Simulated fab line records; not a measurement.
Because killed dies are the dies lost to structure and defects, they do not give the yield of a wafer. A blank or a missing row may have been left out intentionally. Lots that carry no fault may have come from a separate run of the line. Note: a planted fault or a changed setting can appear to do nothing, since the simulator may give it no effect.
Split-lot experiment || flow sfq_line || 23 wafers read from 5 lots, route of 325 steps

THE SPLIT
At SFQ_TRILAYER_L0_CAP_PECVD_011 (deposits SiO2 from SiH4/N2O, time 13.333 s, target thk 60 nm), the setting time_s was moved away from the recipe's 13.333 s on 5 of the 23 wafers read, by +3.8% to +9.6%. This setting was run at the recipe's value on the other wafers.

No step appears in the file between the split and the reading.

THE READING
L0V.feature_depth_nm (the simulator's own value, which no gauge read), in nm, at SFQ_TRILAYER_L0_VIA_ETCH_VIA_ETCH_016 (etches SiO2 in CHF3, stops on MoNx KI, target depth 80 nm). No usual value for it is given in the file. Average 60.54 nm, standard deviation 0.9 nm, over the 18 wafers here run with the recipe.

{"wafer": "L076.1", "tool, chamber at the split": "pecvd-01, 0", "time_s as run, s": 13.333, "against the recipe": "recipe", "L0V.feature_depth_nm, nm": 60.23, "against lot-mates on the recipe": "-"}
{"wafer": "L076.3", "tool, chamber at the split": "pecvd-01, 2", "time_s as run, s": 13.333, "against the recipe": "recipe", "L0V.feature_depth_nm, nm": 60.07, "against lot-mates on the recipe": "-"}
{"wafer": "L076.5", "tool, chamber at the split": "pecvd-01, 1", "time_s as run, s": 13.333, "against the recipe": "recipe", "L0V.feature_depth_nm, nm": 61.39, "against lot-mates on the recipe": "-"}
{"wafer": "L077.1", "tool, chamber at the split": "pecvd-02, 0", "time_s as run, s": 13.333, "against the recipe": "recipe", "L0V.feature_depth_nm, nm": 60.23, "against lot-mates on the recipe": "-"}
{"wafer": "L077.2", "tool, chamber at the split": "pecvd-02, 2", "time_s as run, s": 14.61, "against the recipe": "+9.6%", "L0V.feature_depth_nm, nm": 65.12, "against lot-mates on the recipe": "+4.28"}
{"wafer": "L077.3", "tool, chamber at the split": "pecvd-02, 1", "time_s as run, s": 14.61, "against the recipe": "+9.6%", "L0V.feature_depth_nm, nm": 66.08, "against lot-mates on the recipe": "+5.24"}
{"wafer": "L077.5", "tool, chamber at the split": "pecvd-02, 1", "time_s as run, s": 13.333, "against the recipe": "recipe", "L0V.feature_depth_nm, nm": 61.45, "against lot-mates on the recipe": "-"}
{"wafer": "L077.6", "tool, chamber at the split": "pecvd-02, 0", "time_s as run, s": 14.61, "against the recipe": "+9.6%", "L0V.feature_depth_nm, nm": 66.41, "against lot-mates on the recipe": "+5.57"}
{"wafer": "L078.1", "tool, chamber at the split": "pecvd-01, 2", "time_s as run, s": 13.333, "against the recipe": "recipe", "L0V.feature_depth_nm, nm": 59.83, "against lot-mates on the recipe": "-"}
{"wafer": "L078.2", "tool, chamber at the split": "pecvd-01, 0", "time_s as run, s": 13.333, "against the recipe": "recipe", "L0V.feature_depth_nm, nm": 59.52, "against lot-mates on the recipe": "-"}
{"wafer": "L078.3", "tool, chamber at the split": "pecvd-01, 1", "time_s as run, s": 13.333, "against the recipe": "recipe", "L0V.feature_depth_nm, nm": 60.27, "against lot-mates on the recipe": "-"}
{"wafer": "L078.5", "tool, chamber at the split": "pecvd-01, 2", "time_s as run, s": 13.333, "against the recipe": "recipe", "L0V.feature_depth_nm, nm": 60.11, "against lot-mates on the recipe": "-"}
{"wafer": "L078.6", "tool, chamber at the split": "pecvd-01, 1", "time_s as run, s": 13.333, "against the recipe": "recipe", "L0V.feature_depth_nm, nm": 60.86, "against lot-mates on the recipe": "-"}
{"wafer": "L083.2", "tool, chamber at the split": "pecvd-02, 2", "time_s as run, s": 13.333, "against the recipe": "recipe", "L0V.feature_depth_nm, nm": 60.9, "against lot-mates on the recipe": "-"}
{"wafer": "L083.3", "tool, chamber at the split": "pecvd-02, 1", "time_s as run, s": 13.333, "against the recipe": "recipe", "L0V.feature_depth_nm, nm": 61.46, "against lot-mates on the recipe": "-"}
{"wafer": "L083.4", "tool, chamber at the split": "pecvd-02, 2", "time_s as run, s": 13.333, "against the recipe": "recipe", "L0V.feature_depth_nm, nm": 61.07, "against lot-mates on the recipe": "-"}
{"wafer": "L083.5", "tool, chamber at the split": "pecvd-02, 1", "time_s as run, s": 13.333, "against the recipe": "recipe", "L0V.feature_depth_nm, nm": 62.53, "against lot-mates on the recipe": "-"}
{"wafer": "L083.6", "tool, chamber at the split": "pecvd-02, 0", "time_s as run, s": 13.333, "against the recipe": "recipe", "L0V.feature_depth_nm, nm": 61.61, "against lot-mates on the recipe": "-"}
{"wafer": "L085.1", "tool, chamber at the split": "pecvd-01, 1", "time_s as run, s": 13.333, "against the recipe": "recipe", "L0V.feature_depth_nm, nm": 59.96, "against lot-mates on the recipe": "-"}
{"wafer": "L085.2", "tool, chamber at the split": "pecvd-01, 2", "time_s as run, s": 13.84, "against the recipe": "+3.8%", "L0V.feature_depth_nm, nm": 60.93, "against lot-mates on the recipe": "+1.50"}
{"wafer": "L085.3", "tool, chamber at the split": "pecvd-01, 0", "time_s as run, s": 13.333, "against the recipe": "recipe", "L0V.feature_depth_nm, nm": 58.83, "against lot-mates on the recipe": "-"}
{"wafer": "L085.5", "tool, chamber at the split": "pecvd-01, 2", "time_s as run, s": 13.333, "against the recipe": "recipe", "L0V.feature_depth_nm, nm": 59.49, "against lot-mates on the recipe": "-"}
{"wafer": "L085.6", "tool, chamber at the split": "pecvd-01, 1", "time_s as run, s": 13.84, "against the recipe": "+3.8%", "L0V.feature_depth_nm, nm": 62.31, "against lot-mates on the recipe": "+2.88"}

FIT RESULTS
A straight line over all 23 wafers: L0V.feature_depth_nm changes by +0.537 nm for each +1% of time_s; r = +0.89; the points scatter about the line by 0.93 nm.
The same after taking each lot's own level away (the mean of its wafers on the recipe; 23 wafers): +0.529 nm for each +1%; r = +0.95; scatter 0.58 nm.
According to that fit, moving time_s by its largest amount changes the reading by 5.1 nm.
From 59.427 to 61.514 nm: that is the span of the lots' own levels, equal to 2.3 times the standard deviation above.
The two slopes agree, so the slope changes little with the lot-to-lot level.
Check: for one of the wafers moved furthest among these (+9.6%), held out of the fit, the line's prediction against its lot-mates is +5.42 nm. It came out at +4.28 nm against them.

OTHER SPLITS ON THESE WAFERS
Before the reading, these wafers also passed through other splits. Each is held against what the fit with the lots' levels taken away leaves over:
{"other split on the same wafers": "SFQ_TRILAYER_INCOMING_OXIDATION_002 ox_time_s", "wafers away from the commonest value": 15, "r with L0V.feature_depth_nm (lot level and that fit taken away)": "+0.04"}
{"other split on the same wafers": "SFQ_TRILAYER_L0_LITHO_COAT_005 resist_thk_nm", "wafers away from the commonest value": 8, "r with L0V.feature_depth_nm (lot level and that fit taken away)": "+0.08"}
{"other split on the same wafers": "SFQ_TRILAYER_L0_ETCH_METAL_ETCH_008 icp_w", "wafers away from the commonest value": 8, "r with L0V.feature_depth_nm (lot level and that fit taken away)": -0.10}

THE WHOLE CHAIN: every reading that the file lists as answering this split, in the file's order
{"step": "SFQ_TRILAYER_L0_CAP_PECVD_011", "what it does": "deposits SiO2 from SiH4/N2O, time 13.333 s, target thk 60 nm", "reading": "SiO2_of_TRILAYER_L0_CAP_PECVD_011.thk_nm (the simulator's own value, which no gauge read)", "change (the file's fit)": "+0.533 nm for each +1% of the setting", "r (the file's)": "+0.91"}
{"step": "SFQ_TRILAYER_L0_VIA_ETCH_VIA_ETCH_016", "what it does": "etches SiO2 in CHF3, stops on MoNx KI, target depth 80 nm", "reading": "etch.depth_nm (the simulator's own value, which no gauge read)", "change (the file's fit)": "+0.518 nm for each +1% of the setting", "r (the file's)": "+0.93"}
{"step": "SFQ_TRILAYER_L0_VIA_ETCH_VIA_ETCH_016", "what it does": "etches SiO2 in CHF3, stops on MoNx KI, target depth 80 nm", "reading": "L0V.feature_depth_nm (the simulator's own value, which no gauge read)", "change (the file's fit)": "+0.533 nm for each +1% of the setting", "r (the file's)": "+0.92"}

FILE'S OWN FIT
L0V.feature_depth_nm changes by +0.533 nm for each +1% of time_s, r = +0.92.
